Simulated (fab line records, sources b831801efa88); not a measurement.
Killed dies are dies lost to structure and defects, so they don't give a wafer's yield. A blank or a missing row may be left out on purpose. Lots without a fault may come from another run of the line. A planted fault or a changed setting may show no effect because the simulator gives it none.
fab line records | flow sky130
record lots=7 wafers=21 last_day=50
route steps=708 shown LDD_HVP@281 LDD_LDN@289 PAD_OPEN@708
lots that met no fault: from a run of the same line without faults
start_h: hours from the record's first day to the start of the lot's first wafer shown | wait_h: hours since the lot's step before | " the same as in the row above | L1.1+2: a row that stands for several wafers | - no value, or no start given | * or withheld: withheld | < > ~ a bound
route shown NAME@n: a module of which the file shows steps, and the number in the route of the first | usual: mean/standard deviation of fault-free wafers | same: alike in all rows | chamber/n: place in a boat | sites: the reading at each site | _std_site: their standard deviation | _edge_site: outer sites' mean less inner sites' | radius_mm: how far each site lies from the wafer's centre | mask NAME#n: copy n | behind: the tool/chamber that last shaped the wafer | hold: why the lot was held/for how many hours/how that ended | device: the transistor (n, p or np) that didn't switch | end of line: the same wafers' tests at the end of the route | a step without rows: its recipe alone | killed: dies lost to structure and defects at the first sort, not the wafer's yield | map: a wafer's dies, x killed, . not, _ none there
set.NAME: the setting as run; set.NAME@STEP: as run at that earlier step | model.NAME: the simulator's own value behind a step, which no gauge read
lots at some steps of the route; a table a step, a row a wafer
services: from which hour (start_h, from the record's first day; less than 0 if before it) a tool's chamber was out of use, for how many hours, and why
## steps
# step SKY_LDD_HVP_SOFTBAKE_03
# recipe temp_c=90 time_s=60 resist=NOVOLAK
# step SKY_LDD_HVP_EXPOSE_04
# recipe mask_id=HVPTM na=0.6 source_shape=conventional sigma_outer=0.6 polarization=unpolarized target_cd_nm=700 dose_mj=86
# step SKY_LDD_HVP_PEB_05
# recipe temp_c=withheld time_s=* resist=NOVOLAK
# step SKY_LDD_HVP_DEVELOP_06
# recipe resist=NOVOLAK developer=TMAH develop_time_s=60 dev_temp_c=23
# step SKY_LDD_HVP_OVL_MEAS_07
# usual LDD_HVP_OVL=1.4/1.3
# columns lot.wafer tool chamber start_h wait_h LDD_HVP_OVL[nm]
L420.2 overlay-02 - 536.87 0.1 1.1
L420.3 " - " " 2.4
L420.4 " - " " 1.0
L422.2 overlay-02 - 569.47 0.1 1.2
L422.3 " - " " 2.6
L422.4 " - " " 0.4
L428.2 overlay-01 - 607.04 0.1 -0.6
L428.3 " - " " 0.8
L428.6 " - " " 0.6
L429.1 overlay-01 - 623.46 0.1 0.9
L429.2 " - " " 0.2
L429.6 " - " " 0.4
L431.1 overlay-02 - 639.16 0.1 0.9
L431.3 " - " " 2.7
L431.6 " - " " 2.2
L432.1 overlay-01 - 646.66 0.1 3.5
L432.2 " - " " 3.5
L432.6 " - " " 2.6
L436.1 overlay-02 - 678.61 0.1 2.3
L436.2 " - " " 1.1
L436.3 " - " " 2.0
# step SKY_LDD_HVP_IMPLANT_08
# recipe species=B energy_kev=20 dose_cm2=1.7e+13 tilt_deg=17.9
# step SKY_LDD_HVP_STRIP_09
# recipe chemistry=O2/N2 power_w=1400 pressure_mtorr=1500 platen_temp_c=withheld o2_flow_sccm=3000 n2_flow_sccm=300 overash_fraction=0.5
# usual chamber_pressure_mTorr=1500.0/1.3 drypump_motor_current_A=5.70/0.29 oes_product_au=0.408/0.0048 strip_time_to_endpoint_s=4.131/0.015
# columns lot.wafer tool chamber start_h wait_h chamber_pressure_mTorr drypump_motor_current_A oes_product_au rf_hours_counter_h strip_time_to_endpoint_s
L420.2 plasma_asher-03 0 537.05 0.1 1501.0 5.50 0.412 74 4.124
L420.3 " 1 " " 1500.7 5.88 0.406 - 4.138
L420.4 " 0 " " 1499.3 5.52 0.411 - 4.122
L422.2 plasma_asher-04 1 569.65 0.1 1498.7 5.97 0.413 14 4.121
L422.3 " 0 " " 1502.0 5.25 0.407 - 4.118
L422.4 " 1 " " 1498.5 5.99 0.408 - 4.128
L428.2 plasma_asher-03 1 607.22 0.1 1498.8 5.91 0.408 81 4.170
L428.3 " 1 " " 1501.5 5.91 0.409 - 4.122
L428.6 " 0 " " 1499.7 5.52 0.404 - 4.129
L429.1 plasma_asher-04 1 623.65 0.1 1499.3 5.99 0.406 20 4.149
L429.2 " 0 " " 1499.4 5.28 0.411 20 4.122
L429.6 " 0 " " 1500.9 5.29 0.403 - 4.120
L431.1 plasma_asher-03 1 639.35 0.1 1500.5 5.94 0.408 84 4.126
L431.3 " 0 " " 1499.1 5.51 0.392 - 4.133
L431.6 " 1 " " 1499.3 5.97 0.408 - 4.114
L432.1 plasma_asher-04 1 646.85 0.1 1502.6 5.97 0.410 22 4.130
L432.2 " 0 " " 1498.4 5.25 0.411 22 4.136
L432.6 " 1 " " 1501.3 5.99 0.406 - 4.143
L436.1 plasma_asher-03 0 678.80 0.1 1501.6 5.51 0.404 88 4.138
L436.2 " 1 " " 1499.6 5.89 0.407 88 4.123
L436.3 " 0 " " 1499.3 5.52 0.417 - 4.141
# step SKY_LDD_HVP_TW_MEAS_10
# usual LDD_HVP_TW=458/5.4
# columns lot.wafer tool chamber start_h wait_h LDD_HVP_TW
L420.2 film_metro-03 - 537.16 0.1 459
L420.3 " - " " 458
L420.4 " - " " 455
L422.2 film_metro-01 - 569.76 0.1 464
L422.3 " - " " 463
L422.4 " - " " 464
L428.2 film_metro-01 - 607.33 0.1 461
L428.3 " - " " 459
L428.6 " - " " 464
L429.1 film_metro-03 - 623.75 0.1 454
L429.2 " - " " 450
L429.6 " - " " 453
L431.1 film_metro-02 - 639.45 0.1 450
L431.3 " - " " 453
L431.6 " - " " 452
L432.1 film_metro-01 - 646.95 0.1 460
L432.2 " - " " 463
L432.6 " - " " 461
L436.1 film_metro-01 - 678.90 0.1 465
L436.2 " - " " 463
L436.3 " - " " 464
# step SKY_LDD_LDN_DEHYDRATE_00
# recipe temp_c=200 time_s=60
# step SKY_LDD_LDN_HMDS_01
# recipe prime_time_s=60 prime_temp_c=120
# step SKY_LDD_LDN_COAT_02
# recipe resist=NOVOLAK spin_rpm=3000 resist_thk_nm=1140
# step SKY_LDD_LDN_SOFTBAKE_03
# recipe temp_c=90 time_s=60 resist=NOVOLAK
# step SKY_LDD_LDN_EXPOSE_04
# recipe mask_id=LDNTM na=0.6 source_shape=conventional sigma_outer=0.6 polarization=unpolarized target_cd_nm=700 dose_mj=140
# same sigma_outer=0.6
# columns lot.wafer tool chamber start_h wait_h mask model.LDD_LDN.overlay_x_nm
L420.2+3+4 iline_stepper-01 0 552.26 - LDNTM#0 0.2545
L422.2+3+4 iline_stepper-02 0 585.03 - LDNTM#0 -1.766
L428.2+3+6 iline_stepper-01 0 621.23 - LDNTM#0 -52.66
L429.1+2+6 iline_stepper-01 0 638.38 - LDNTM#0 -51.3
L431.1+3+6 iline_stepper-01 0 653.69 - LDNTM#0 -52.54
L432.1+2+6 iline_stepper-02 0 660.70 - LDNTM#0 1.914
L436.1+2+3 iline_stepper-02 0 692.66 - LDNTM#0 -0.8497
# step SKY_LDD_LDN_PEB_05
# recipe temp_c=withheld time_s=* resist=NOVOLAK
# step SKY_LDD_LDN_DEVELOP_06
# recipe resist=NOVOLAK developer=TMAH develop_time_s=60 dev_temp_c=23
# step SKY_LDD_LDN_OVL_MEAS_07
# usual LDD_LDN_OVL=-0.5/1.2
# columns lot.wafer tool chamber start_h wait_h LDD_LDN_OVL[nm]
L420.2 overlay-01 - 567.19 0.1 0.8
L420.3 " - " " -0.3
L420.4 " - " " 0.3
L422.2 overlay-02 - 599.19 0.1 -1.3
L422.3 " - " " -2.0
L422.4 " - " " -2.9
L428.2 overlay-01 - 635.57 0.1 -53.4
L428.3 " - " " -55.0
L428.6 " - " " -53.6
L429.1 overlay-02 - 652.53 0.1 -52.7
L429.2 " - " " -52.0
L429.6 " - " " -50.7
L431.1 overlay-01 - 667.76 0.1 -52.6
L431.3 " - " " -52.0
L431.6 " - " " -51.7
L432.1 overlay-01 - 675.06 0.1 0.7
L432.2 " - " " -1.0
L432.6 " - " " -0.8
L436.1 overlay-01 - 706.81 0.1 -2.1
L436.2 " - " " -1.9
L436.3 " - " " -3.1
# step SKY_LDD_LDN_IMPLANT_08
# recipe species=As energy_kev=15 dose_cm2=1.25e+13 tilt_deg=withheld rotation_deg=23
# step SKY_PAD_OPEN_PROBE_99
# usual killed_at_M0_to_M3=42/6.6 killed_at_M4_up=3.1/1.9 killed_at_contacts=25/5.7 killed_at_front_end=16/5 killed_at_other=0.2/0.38 killed_dies=86/9.6 killed_on_rim=16/4 killed_open=47/7.2 killed_short=39/6.2
# same gross_dies=492 killed_at_back_side=0
# columns lot.wafer tool chamber start_h wait_h killed_at_M0_to_M3 killed_at_M4_up killed_at_contacts killed_at_front_end killed_at_other killed_dies killed_on_rim killed_open killed_short
L420.2 prober-01 - 1105.55 0.1 42 2 19 8 0 71 13 35 36
L420.3 prober-01 - 1105.60 0.2 44 2 19 12 0 77 13 46 31
L420.4 prober-01 - 1105.65 0.2 45 4 22 8 0 79 14 41 38
L422.2 prober-01 - 1128.63 0.1 43 5 23 17 0 88 16 46 42
L422.3 prober-01 - 1128.68 0.2 50 2 23 25 0 100 15 54 46
L422.4 prober-01 - 1128.73 0.2 43 3 22 17 0 85 7 45 40
L428.2 prober-01 - 1154.24 0.1 46 0 23 16 0 85 13 47 38
L428.3 prober-01 - 1154.29 0.2 32 1 27 18 0 78 16 38 40
L428.6 prober-01 - 1154.44 0.2 32 3 24 21 0 80 18 42 38
L429.1 prober-02 - 1166.54 0.1 45 3 19 8 0 75 10 48 27
L429.2 prober-02 - 1166.59 0.1 40 10 25 11 0 86 17 42 44
L429.6 prober-02 - 1166.79 0.2 40 0 30 20 0 90 17 51 39
L431.1 prober-02 - 1177.05 0.1 32 1 21 21 0 75 16 41 34
L431.3 prober-02 - 1177.15 0.2 35 4 36 17 0 92 26 61 31
L431.6 prober-02 - 1177.30 0.2 48 6 27 18 0 99 22 60 39
L432.1 prober-01 - 1178.66 0.1 38 5 20 14 0 77 15 47 30
L432.2 prober-01 - 1178.71 0.1 38 1 28 15 0 82 16 44 38
L432.6 prober-01 - 1178.91 0.2 42 3 19 20 1 85 15 46 39
L436.1 prober-01 - 1195.50 0.1 45 2 18 11 0 76 13 35 41
L436.2 prober-01 - 1195.55 0.1 45 5 19 12 0 81 19 46 35
L436.3 prober-01 - 1195.60 0.2 48 4 21 20 0 93 18 41 52
# killed by level:class
L420.2 VIA3:geometric_particle:open=8 LI_CONTACT:geometric_particle:open=7 VIA1:geometric_particle:open=7 VIA1:geometric_particle:short=6 VIA2:geometric_particle:open=5 METAL1:geometric_particle:short=5 LI_CONTACT:geometric_particle:short=4 LOCAL_INTERCONNECT:geometric_particle:short=4
L420.3 VIA1:geometric_particle:open=13 VIA2:geometric_particle:open=10 CONTACT:geometric_particle:open=7 FIELD_ISO:geometric_particle:open=6 LOCAL_INTERCONNECT:geometric_particle:short=5 METAL1:geometric_particle:short=5 LI_CONTACT:geometric_particle:open=4 VIA2:geometric_particle:short=4
L420.4 VIA1:geometric_particle:open=11 METAL2:geometric_particle:short=8 CONTACT:geometric_particle:short=7 VIA2:geometric_particle:open=6 CONTACT:geometric_particle:open=5 METAL1:geometric_particle:short=4 LI_CONTACT:geometric_particle:open=4 VIA1:geometric_particle:short=4
L422.2 LI_CONTACT:geometric_particle:open=14 VIA1:geometric_particle:open=10 VIA2:geometric_particle:open=7 METAL1:geometric_particle:short=6 FIELD_ISO:geometric_particle:short=5 METAL2:geometric_particle:short=5 METAL4:geometric_particle:short=5 VIA3:geometric_particle:open=4
L422.3 CONTACT:geometric_particle:open=9 VIA3:geometric_particle:open=9 VIA1:geometric_particle:open=8 METAL2:geometric_particle:short=7 POLY_GATE:geometric_particle:open=6 POLY_GATE:geometric_particle:short=5 LI_CONTACT:geometric_particle:open=5 CONTACT:geometric_particle:short=5
L422.4 METAL2:geometric_particle:short=11 CONTACT:geometric_particle:open=9 VIA1:geometric_particle:open=8 LI_CONTACT:geometric_particle:open=7 POLY_GATE:geometric_particle:short=5 METAL1:geometric_particle:short=5 VIA2:geometric_particle:open=4 VIA3:geometric_particle:open=4
L428.2 CONTACT:geometric_particle:open=10 VIA1:geometric_particle:open=10 VIA2:geometric_particle:open=7 VIA3:geometric_particle:open=7 METAL1:geometric_particle:short=6 LI_CONTACT:geometric_particle:open=6 VIA1:geometric_particle:short=6 POLY_GATE:geometric_particle:short=5
L428.3 CONTACT:geometric_particle:open=8 LI_CONTACT:geometric_particle:open=7 VIA1:geometric_particle:short=6 CONTACT:geometric_particle:short=5 VIA1:geometric_particle:open=5 VIA3:geometric_particle:open=4 FIELD_ISO:geometric_particle:open=3 FIELD_ISO:geometric_particle:short=3
L428.6 LI_CONTACT:geometric_particle:open=9 VIA1:geometric_particle:open=9 CONTACT:geometric_particle:open=8 FIELD_ISO:geometric_particle:short=6 VIA1:geometric_particle:short=5 FIELD_ISO:geometric_particle:open=4 POLY_GATE:geometric_particle:short=4 VIA2:geometric_particle:short=4
L429.1 VIA1:geometric_particle:open=11 VIA2:geometric_particle:open=7 LI_CONTACT:geometric_particle:open=6 CONTACT:geometric_particle:open=5 METAL2:geometric_particle:short=5 LOCAL_INTERCONNECT:geometric_particle:short=4 VIA1:geometric_particle:short=4 METAL3:geometric_particle:short=4
L429.2 CONTACT:geometric_particle:open=10 VIA1:geometric_particle:open=8 VIA2:geometric_particle:short=6 LI_CONTACT:geometric_particle:open=6 CONTACT:geometric_particle:short=6 METAL2:geometric_particle:short=6 VIA2:geometric_particle:open=6 METAL4:geometric_particle:short=6
L429.6 VIA1:geometric_particle:open=12 LI_CONTACT:geometric_particle:open=8 CONTACT:geometric_particle:open=7 POLY_GATE:geometric_particle:short=6 VIA3:geometric_particle:open=6 LOCAL_INTERCONNECT:geometric_particle:short=6 METAL2:geometric_particle:short=6 CONTACT:geometric_particle:short=5
L431.1 VIA1:geometric_particle:open=8 VIA3:geometric_particle:open=8 FIELD_ISO:geometric_particle:short=7 LI_CONTACT:geometric_particle:open=7 LOCAL_INTERCONNECT:geometric_particle:short=6 POLY_GATE:geometric_particle:short=5 FIELD_ISO:geometric_particle:open=4 SPACER:geometric_particle:open=4
L431.3 CONTACT:geometric_particle:open=16 LI_CONTACT:geometric_particle:open=12 METAL1:geometric_particle:short=10 VIA1:geometric_particle:open=9 LOCAL_INTERCONNECT:geometric_particle:short=6 VIA2:geometric_particle:open=5 FIELD_ISO:geometric_particle:open=4 VIA3:geometric_particle:open=4
L431.6 VIA1:geometric_particle:open=11 CONTACT:geometric_particle:open=9 VIA3:geometric_particle:open=8 LI_CONTACT:geometric_particle:open=7 CONTACT:geometric_particle:short=7 FIELD_ISO:geometric_particle:open=6 METAL1:geometric_particle:short=6 METAL1:geometric_particle:open=5
L432.1 CONTACT:geometric_particle:open=14 VIA1:geometric_particle:open=10 VIA2:geometric_particle:open=6 VIA1:geometric_particle:short=5 VIA3:geometric_particle:open=4 FIELD_ISO:geometric_particle:open=3 FIELD_ISO:geometric_particle:short=3 METAL4:geometric_particle:short=3
L432.2 VIA1:geometric_particle:open=10 CONTACT:geometric_particle:short=8 VIA3:geometric_particle:open=8 CONTACT:geometric_particle:open=7 LI_CONTACT:geometric_particle:open=6 LOCAL_INTERCONNECT:geometric_particle:short=6 FIELD_ISO:geometric_particle:short=5 METAL1:geometric_particle:short=5
L432.6 VIA1:geometric_particle:open=9 METAL2:geometric_particle:short=7 LI_CONTACT:geometric_particle:open=6 CONTACT:geometric_particle:open=6 POLY_GATE:geometric_particle:open=5 METAL1:geometric_particle:open=5 FIELD_ISO:geometric_particle:open=4 POLY_GATE:geometric_particle:short=4
L436.1 METAL1:geometric_particle:short=10 VIA2:geometric_particle:open=9 CONTACT:geometric_particle:open=8 VIA1:geometric_particle:open=7 FIELD_ISO:geometric_particle:short=5 CONTACT:geometric_particle:short=4 METAL2:geometric_particle:short=4 VIA2:geometric_particle:short=4
L436.2 VIA3:geometric_particle:open=10 VIA2:geometric_particle:open=9 LI_CONTACT:geometric_particle:open=7 VIA1:geometric_particle:open=7 CONTACT:geometric_particle:open=5 VIA1:geometric_particle:short=5 FIELD_ISO:geometric_particle:short=4 METAL2:geometric_particle:short=4
L436.3 VIA1:geometric_particle:open=13 METAL2:geometric_particle:short=9 FIELD_ISO:geometric_particle:short=6 POLY_GATE:geometric_particle:short=6 CONTACT:geometric_particle:open=6 METAL1:geometric_particle:short=6 VIA2:geometric_particle:short=6 LOCAL_INTERCONNECT:geometric_particle:short=5
## services
# columns tool chamber start_h hours kind
iline_stepper-01 - 514.87 0.6 repair
iline_stepper-02 - 523.66 4.4 pm
iline_stepper-02 - 528.10 1.7 pm
iline_stepper-02 - 569.77 1.3 repair
iline_stepper-01 - 576.54 2.6 repair
iline_stepper-02 - 601.36 2.6 repair
plasma_asher-04 - 679.80 14.6 pm
## key
first_sign step=SKY_LDD_LDN_OVL_MEAS_07 reading=LDD_LDN_OVL direction=down sigmas=44 usual=-0.5 struck=-52.6
effect none on later readings
model_effect step=SKY_LDD_LDN_EXPOSE_04 value=LDD_LDN.overlay_x_nm without=0.485 struck=-52.17
met_at SKY_LDD_LDN_EXPOSE_04
struck_wafers L428.2,L428.3,L428.6,L429.1,L429.2,L429.6,L431.1,L431.3,L431.6
tester_left_out L428,L429,L431
onset_between 552.26 621.23
fault kind=scanner_matching_overlay tool=iline_stepper-01 chamber=- onset_h=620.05 steps=SKY_LDD_LDN_EXPOSE_04 offset=-52.651
# tester_left_out: of these lots the tester's yield and bins aren't shown, on N5 and GAA mostly nor the transistor test; their killed dies are dies lost to structure and defects alone, not to doping, threshold or leakage, so they don't give the yield
